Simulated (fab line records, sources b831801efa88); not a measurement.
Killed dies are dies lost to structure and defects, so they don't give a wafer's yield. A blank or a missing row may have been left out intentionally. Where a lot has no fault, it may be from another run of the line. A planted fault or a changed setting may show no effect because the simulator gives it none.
Which tool is to blame? -- flow sky130 -- 42 wafers from 14 lots sampled at 3 of the route's 708 steps

## WHAT THE GAUGES READ, wafer by wafer
SKY_GATE_OXIDE_OVL_MEAS_10.
lot,measured,on,GATE_OXIDE_OVL (nm)
L512,day 13 19:57,overlay-02,1.0 0.3 1.7
L513,day 13 22:18,overlay-02,1.8 1.1 1.3
L515,day 14 13:42,overlay-02,1.0 1.0 2.2
L516,day 14 18:36,overlay-01,-0.1 -0.3 -0.3
L517,day 15 15:16,overlay-01,0.8 0.5 1.8
L518,day 16 01:30,overlay-01,0.1 -2.1 -0.2
L521,day 17 02:52,overlay-01,-1.5 -0.4 -1.8
L522,day 17 08:00,overlay-02,1.5 2.5 2.3
L524,day 18 03:13,overlay-02,1.0 1.6 0.2
L525,day 18 14:09,overlay-02,2.3 2.5 2.8
L526,day 18 17:10,overlay-02,1.2 2.3 2.6
L527,day 19 13:13,overlay-02,-0.2 0.0 0.7
L532,day 21 04:45,overlay-02,1.8 1.6 1.4
L535,day 22 14:37,overlay-02,-0.7 0.3 0.6

SKY_LDD_N_TW_MEAS_17.
lot,measured,on,LDD_N_TW
L512,day 17 17:00,film_metro-03,2615 2604 2612
L513,day 17 21:02,film_metro-02,2584 2593 2602
L515,day 18 20:08,film_metro-01,2590 2583 2596
L516,day 18 22:10,film_metro-03,2631 2630 2607
L517,day 19 17:47,film_metro-03,2603 2598 2601
L518,day 20 05:19,film_metro-02,2592 2601 2611
L521,day 21 09:22,film_metro-02,2612 2607 2622
L522,day 21 13:00,film_metro-03,2606 2625 2625
L524,day 22 06:17,film_metro-02,2630 2634 2641
L525,day 22 22:50,film_metro-03,2582 2578 2578
L526,day 22 23:07,film_metro-03,2575 2585 2583
L527,day 23 21:21,film_metro-01,2599 2584 2587
L532,day 25 08:18,film_metro-03,2574 2573 2579
L535,day 26 14:54,film_metro-03,2610 2611 2596

SKY_LDD_P_OVL_MEAS_08.
lot,measured,on,LDD_P_OVL (nm)
L512,day 18 23:14,overlay-01,-0.1 1.5 0.3
L513,day 19 03:25,overlay-01,2.2 0.0 1.6
L515,day 20 02:52,overlay-01,-1.6 -1.6 -0.2
L516,day 20 04:43,overlay-02,0.6 1.8 1.3
L517,day 21 00:07,overlay-02,4.6 3.6 4.2
L518,day 21 11:25,overlay-01,2.5 0.9 1.2
L521,day 22 16:05,overlay-01,1.2 1.2 2.5
L522,day 22 18:53,overlay-01,3.2 1.1 1.8
L524,day 23 12:53,overlay-01,-0.6 -1.3 0.5
L525,day 24 04:34,overlay-02,3.0 1.3 2.3
L526,day 24 05:11,overlay-02,3.5 1.2 0.9
L527,day 25 02:52,overlay-02,0.9 0.9 0.8
L532,day 26 13:59,overlay-02,0.7 0.3 -0.3
L535,day 27 20:02,overlay-01,-0.6 -1.6 -0.8

## WHICH TOOL RAN EACH LOT (tool, then ch and the chambers of the sampled wafers, then the start)
Before these readings, the record contains no process step.

## WHAT THE TOOLS THEMSELVES READ (means of the sampled wafers that have a number; where no wafer has one, the mark that the record gives instead)
The record holds no such reading with a usual standard deviation.

## THE ANSWER, worked out from the rows above alone
Rule: the usual values come from the lots themselves. Put in order of their means at a reading, lots are off if they are a third of the lots or fewer, leave a main group of 4 or more, and stand apart from it by a gap of 3 or more times the standard deviation of the main group's means; of several such gaps the widest counts. If all means in a main group match to the digits the tables above print for the reading, that group is not used. A lot without any number at a reading at which 4 lots or more have one is off too. All remaining lots with rows at the step are treated as sound. After the gauges, taken in route order, come the tools' own readings; for these a lot's mean is taken, as printed above. The first step at which some lot is off is used, and at that step the reading that is off furthest; a lot without a number counts as furthest.
Nothing can be told from this: no lot is off at any reading shown.

## WHAT THE SIMULATOR HAD INSERTED
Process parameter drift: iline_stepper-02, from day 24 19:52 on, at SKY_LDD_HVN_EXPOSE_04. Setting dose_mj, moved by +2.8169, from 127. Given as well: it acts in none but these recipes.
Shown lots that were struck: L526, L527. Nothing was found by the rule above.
